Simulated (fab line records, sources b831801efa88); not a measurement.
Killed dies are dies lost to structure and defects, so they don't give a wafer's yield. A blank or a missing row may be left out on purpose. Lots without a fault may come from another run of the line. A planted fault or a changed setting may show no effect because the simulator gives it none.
Which tool did it? | flow sky130 | 11 lots, 33 wafers sampled, at 5 steps of a route of 708

WHAT THE GAUGES READ, wafer by wafer
SKY_VT_ADJUST_HVTR_OVL_MEAS_08.
lot  | measured     | on         | VT_ADJUST_HVTR_OVL (nm)
L120 | day 10 06:26 | overlay-01 | 1.1 -0.2 0.3
L122 | day 11 00:01 | overlay-02 | -2.7 -2.3 -0.7
L124 | day 11 12:48 | overlay-01 | -3.1 -3.3 -3.1
L125 | day 11 19:48 | overlay-01 | -2.0 -1.4 -3.7
L127 | day 12 09:52 | overlay-02 | -1.3 -2.9 -2.1
L128 | day 12 16:41 | overlay-02 | -0.6 -1.0 -0.8
L131 | day 13 20:29 | overlay-02 | 0.5 0.8 -0.6
L132 | day 14 06:11 | overlay-01 | -1.6 -1.8 -1.2
L133 | day 14 10:28 | overlay-01 | -2.3 -0.8 -1.0
L135 | day 15 02:22 | overlay-01 | 0.3 0.5 0.3
L140 | day 16 13:58 | overlay-02 | 0.8 0.6 0.3

SKY_GATE_OXIDE_TW_MEAS_14.
lot  | measured     | on            | GATE_OXIDE_TW
L120 | day 14 16:25 | film_metro-02 | 223.2 222.6 223.3
L122 | day 15 11:53 | film_metro-04 | 223.0 223.3 223.6
L124 | day 16 05:20 | film_metro-01 | 222.6 221.1 222.0
L125 | day 16 12:31 | film_metro-02 | 218.7 218.6 218.8
L127 | day 17 05:49 | film_metro-02 | 220.5 219.9 220.5
L128 | day 17 12:45 | film_metro-04 | 223.9 224.3 224.5
L131 | day 18 20:32 | film_metro-02 | 197.8 197.7 197.2 197.2 196.8 197.9
L132 | day 19 10:05 | film_metro-01 | 200.8 200.3 201.0 200.3 201.0 200.7
L133 | day 19 13:11 | film_metro-02 | 198.0 199.0 197.7 198.0 197.9 197.6
L135 | day 20 08:49 | film_metro-01 | 221.8 222.6 222.4
L140 | day 22 13:56 | film_metro-01 | 223.4 223.2 224.4

WHICH TOOL RAN EACH LOT (tool, then ch and the chambers of the sampled wafers, then the start)
lot  | SKY_VT_ADJUST_NCORE_STRIP_10         | SKY_GATE_OXIDE_IMPLANT_11       | SKY_GATE_OXIDE_STRIP_13
L120 | plasma_asher-02 ch 0,1, day 9 08:59  | implanter-04 ch 0, day 14 16:04 | plasma_asher-02 ch 1, day 14 16:19
L122 | plasma_asher-04 ch 0,1, day 10 02:20 | implanter-01 ch 0, day 15 11:34 | plasma_asher-02 ch 0,1, day 15 11:47
L124 | plasma_asher-01 ch 0,1, day 10 13:11 | implanter-04 ch 0, day 16 04:59 | plasma_asher-01 ch 0,1, day 16 05:13
L125 | plasma_asher-02 ch 0,1, day 10 20:08 | implanter-04 ch 0, day 16 12:03 | plasma_asher-02 ch 0,1, day 16 12:24
L127 | plasma_asher-02 ch 0,1, day 11 10:02 | implanter-01 ch 0, day 17 05:28 | plasma_asher-04 ch 0,1, day 17 05:43
L128 | plasma_asher-02 ch 0,1, day 11 16:08 | implanter-01 ch 0, day 17 12:24 | plasma_asher-01 ch 0,1, day 17 12:39
L131 | plasma_asher-01 ch 0, day 12 18:56   | implanter-01 ch 0, day 18 20:10 | plasma_asher-04 ch 0,1, day 18 20:26
L132 | plasma_asher-01 ch 0,1, day 13 04:14 | implanter-01 ch 0, day 19 09:43 | plasma_asher-04 ch 0,1, day 19 09:59
L133 | plasma_asher-04 ch 0, day 13 08:17   | implanter-01 ch 0, day 19 12:49 | plasma_asher-04 ch 0,1, day 19 13:05
L135 | plasma_asher-04 ch 0,1, day 14 00:11 | implanter-04 ch 0, day 20 08:28 | plasma_asher-02 ch 0,1, day 20 08:43
L140 | plasma_asher-01 ch 0,1, day 15 10:19 | implanter-01 ch 0, day 22 13:37 | plasma_asher-04 ch 0,1, day 22 13:52
- SKY_VT_ADJUST_NCORE_STRIP_10: strips in O2/N2.
- SKY_GATE_OXIDE_IMPLANT_11
- SKY_GATE_OXIDE_STRIP_13: strips in O2/N2.

WHAT THE TOOLS THEMSELVES READ (means of the sampled wafers that have a number; where no wafer has one, the mark that the record gives instead)
SKY_VT_ADJUST_NCORE_STRIP_10.
lot  | tool            | drypump_motor_current_A (A) | oes_product_au (a.u.) | strip_time_to_endpoint_s (s)
L120 | plasma_asher-02 | 5.3                         | 0.710                 | 14.16
L122 | plasma_asher-04 | 5.1                         | 0.720                 | 14.15
L124 | plasma_asher-01 | 6.0                         | 0.717                 | 14.18
L125 | plasma_asher-02 | 5.3                         | 0.716                 | 14.20
L127 | plasma_asher-02 | 5.3                         | 0.717                 | 14.18
L128 | plasma_asher-02 | 5.3                         | 0.721                 | 14.19
L131 | plasma_asher-01 | 6.1                         | 0.718                 | 14.17
L132 | plasma_asher-01 | 5.9                         | 0.715                 | 14.18
L133 | plasma_asher-04 | 5.5                         | 0.714                 | 14.13
L135 | plasma_asher-04 | 5.1                         | 0.714                 | 14.22
L140 | plasma_asher-01 | 6.0                         | 0.716                 | 14.16

SKY_GATE_OXIDE_IMPLANT_11.
lot  | tool         | dose_ions_cm2 | faraday_current_uA
L120 | implanter-04 | 2.6003e+12    | 14.60
L122 | implanter-01 | 2.6030e+12    | 14.73
L124 | implanter-04 | 2.5985e+12    | 14.68
L125 | implanter-04 | 2.6035e+12    | 14.81
L127 | implanter-01 | 2.6012e+12    | 14.71
L128 | implanter-01 | 2.6024e+12    | 14.36
L131 | implanter-01 | 1.8011e+12    | 10.40
L132 | implanter-01 | 1.7987e+12    | 10.16
L133 | implanter-01 | 1.8005e+12    | 10.05
L135 | implanter-04 | 2.6003e+12    | 14.49
L140 | implanter-01 | 2.6007e+12    | 14.48

SKY_GATE_OXIDE_STRIP_13.
lot  | tool            | drypump_motor_current_A (A) | oes_product_au (a.u.) | strip_time_to_endpoint_s (s)
L120 | plasma_asher-02 | 5.4                         | 0.712                 | 14.11
L122 | plasma_asher-02 | 5.3                         | 0.711                 | 14.12
L124 | plasma_asher-01 | 6.0                         | 0.716                 | 14.21
L125 | plasma_asher-02 | 5.4                         | 0.714                 | 14.16
L127 | plasma_asher-04 | 5.3                         | 0.717                 | 14.22
L128 | plasma_asher-01 | 6.0                         | 0.716                 | 14.22
L131 | plasma_asher-04 | 5.1                         | 0.714                 | 14.13
L132 | plasma_asher-04 | 5.2                         | 0.718                 | 14.17
L133 | plasma_asher-04 | 5.3                         | 0.714                 | 14.15
L135 | plasma_asher-02 | 5.3                         | 0.711                 | 14.17
L140 | plasma_asher-04 | 5.1                         | 0.714                 | 14.09

THE ANSWER, worked out from the rows above alone
Rule: what is usual is taken from the lots themselves. Put in order of their means at a reading, lots are off if they are a third of the lots or fewer, leave a main group of 4 or more, and stand apart from it by a gap of 3 or more times the standard deviation of the main group's means; of several such gaps the widest counts. A main group whose means are all the same, to the digits that the tables above print for the reading, isn't used. A lot without any number at a reading at which 4 lots or more have one is off too. The other lots that the step has rows for count as sound. The gauges are gone through in route order, then the tools' own readings, and for those a lot's mean is taken as printed above. The first step at which some lot is off is used, and at that step the reading that is off furthest; a lot without a number counts as furthest.
Off: L131, L132, L133, at SKY_GATE_OXIDE_TW_MEAS_14 (GATE_OXIDE_TW). The main group: mean 222.2, standard deviation 1.7.
A tool fits if, at a process step before that reading, it ran every lot that is off, and no sound lot after the first of them. The gauges at SKY_GATE_OXIDE_TW_MEAS_14 aren't tried: what is off there is off at SKY_GATE_OXIDE_IMPLANT_11 too, on other tools, and a gauge's error can't cause that. None of those tried fits.

WHAT THE SIMULATOR HAD PUT IN
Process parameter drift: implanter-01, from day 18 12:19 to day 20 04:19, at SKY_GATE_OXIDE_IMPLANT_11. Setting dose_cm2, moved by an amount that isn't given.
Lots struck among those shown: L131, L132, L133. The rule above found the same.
